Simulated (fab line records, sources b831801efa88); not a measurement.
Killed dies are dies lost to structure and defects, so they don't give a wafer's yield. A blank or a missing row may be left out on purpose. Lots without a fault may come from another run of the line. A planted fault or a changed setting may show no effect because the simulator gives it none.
Which tool did it? | flow gf180mcu | 13 lots, 39 wafers sampled, at 3 steps of a route of 602

WHAT THE GAUGES READ, wafer by wafer
GF_STI_THK_MEAS_30.
lot  | measured    | on            | STI_OXIDATION_02_THK (nm)
L951 | day 2 08:50 | film_metro-04 | 10.20 10.31 10.17
L952 | day 2 13:51 | film_metro-03 | 10.38 10.30 10.17
L953 | day 2 16:53 | film_metro-01 | 10.05 9.80 10.09
L955 | day 3 02:48 | film_metro-04 | 10.14 10.27 10.45
L956 | day 3 08:11 | film_metro-01 | 10.15 10.08 9.95
L957 | day 3 12:21 | film_metro-03 | 10.02 10.22 10.12
L958 | day 3 19:55 | film_metro-04 | 10.17 9.90 10.06
L959 | day 3 22:47 | film_metro-03 | 10.13 10.04 10.03
L961 | day 4 11:20 | film_metro-03 | 10.18 10.28 10.28
L963 | day 4 20:35 | film_metro-01 | 9.98 9.90 9.93
L969 | day 6 03:18 | film_metro-01 | 11.30 11.40 11.42 11.32 11.40 11.38
L970 | day 6 09:25 | film_metro-01 | 9.87 10.17 9.98
L974 | day 7 06:08 | film_metro-03 | 11.37 11.37 11.45 11.43 11.40 11.43

GF_NWELL_OVL_MEAS_07.
lot  | measured    | on         | NWELL_OVL (nm)
L951 | day 3 10:35 | overlay-01 | 0.1 -1.0 0.2
L952 | day 3 15:14 | overlay-01 | -1.5 1.5 2.8
L953 | day 3 18:55 | overlay-01 | -2.8 0.1 -2.6
L955 | day 4 04:26 | overlay-02 | -1.8 1.1 -0.7
L956 | day 4 10:53 | overlay-02 | -2.0 -3.6 -1.8
L957 | day 4 14:46 | overlay-02 | 0.0 0.0 0.3
L958 | day 4 22:41 | overlay-02 | 0.0 1.1 0.2
L959 | day 5 02:49 | overlay-01 | 0.9 1.2 1.9
L961 | day 5 14:50 | overlay-01 | 0.7 0.8 2.0
L963 | day 6 01:02 | overlay-01 | 1.6 1.9 1.4
L969 | day 7 10:27 | overlay-02 | -0.4 -1.1 0.5
L970 | day 7 16:33 | overlay-02 | -0.8 -1.8 0.6
L974 | day 8 14:32 | overlay-01 | 2.3 -0.9 0.5

WHICH TOOL RAN EACH LOT (tool, then ch and the chambers of the sampled wafers, then the start)
lot  | GF_STI_OXIDATION_29
L951 | furnace-02 ch 0, day 2 07:26
L952 | furnace-02 ch 0, day 2 12:28
L953 | furnace-01 ch 0, day 2 15:28
L955 | furnace-02 ch 0, day 3 01:25
L956 | furnace-01 ch 0, day 3 06:47
L957 | furnace-02 ch 0, day 3 10:56
L958 | furnace-02 ch 0, day 3 18:31
L959 | furnace-02 ch 0, day 3 21:23
L961 | furnace-01 ch 0, day 4 09:56
L963 | furnace-01 ch 0, day 4 19:12
L969 | furnace-01 ch 0, day 6 01:54
L970 | furnace-02 ch 0, day 6 08:00
L974 | furnace-01 ch 0, day 7 04:44
- GF_STI_OXIDATION_29: stabilise 600 s, purge 300 s, target thk 10 nm.

WHAT THE TOOLS THEMSELVES READ (means of the sampled wafers that have a number; where no wafer has one, the mark that the record gives instead)
GF_STI_OXIDATION_29.
lot  | tool       | spike_tc_upper_C (C)
L951 | furnace-02 | 900.4
L952 | furnace-02 | 900.6
L953 | furnace-01 | 898.8
L955 | furnace-02 | 900.8
L956 | furnace-01 | 899.0
L957 | furnace-02 | 901.6
L958 | furnace-02 | 900.1
L959 | furnace-02 | 900.6
L961 | furnace-01 | 899.4
L963 | furnace-01 | 900.6
L969 | furnace-01 | 899.1
L970 | furnace-02 | 900.5
L974 | furnace-01 | 899.6

THE ANSWER, worked out from the rows above alone
Rule: what is usual is taken from the lots themselves. Put in order of their means at a reading, lots are off if they are a third of the lots or fewer, leave a main group of 4 or more, and stand apart from it by a gap of 3 or more times the standard deviation of the main group's means; of several such gaps the widest counts. A main group whose means are all the same, to the digits that the tables above print for the reading, isn't used. A lot without any number at a reading at which 4 lots or more have one is off too. The other lots that the step has rows for count as sound. The gauges are gone through in route order, then the tools' own readings, and for those a lot's mean is taken as printed above. The first step at which some lot is off is used, and at that step the reading that is off furthest; a lot without a number counts as furthest.
Off: L969, L974, at GF_STI_THK_MEAS_30 (STI_OXIDATION_02_THK). The main group: mean 10.11 nm, standard deviation 0.12.
A tool fits if, at a process step before that reading, it ran every lot that is off, and no sound lot after the first of them. The gauges at GF_STI_THK_MEAS_30 are tried like those tools. One fits: furnace-01 at GF_STI_OXIDATION_29. Its last sound lot is L963 (day 4 19:12), its first lot that is off L969 (day 6 01:54): a fault that began between those two fits.

WHAT THE SIMULATOR HAD PUT IN
Process parameter drift: furnace-01, from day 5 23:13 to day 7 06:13, at GF_STI_OXIDATION_29. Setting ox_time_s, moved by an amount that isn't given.
Lots struck among those shown: L969, L974. The rule above found the same.
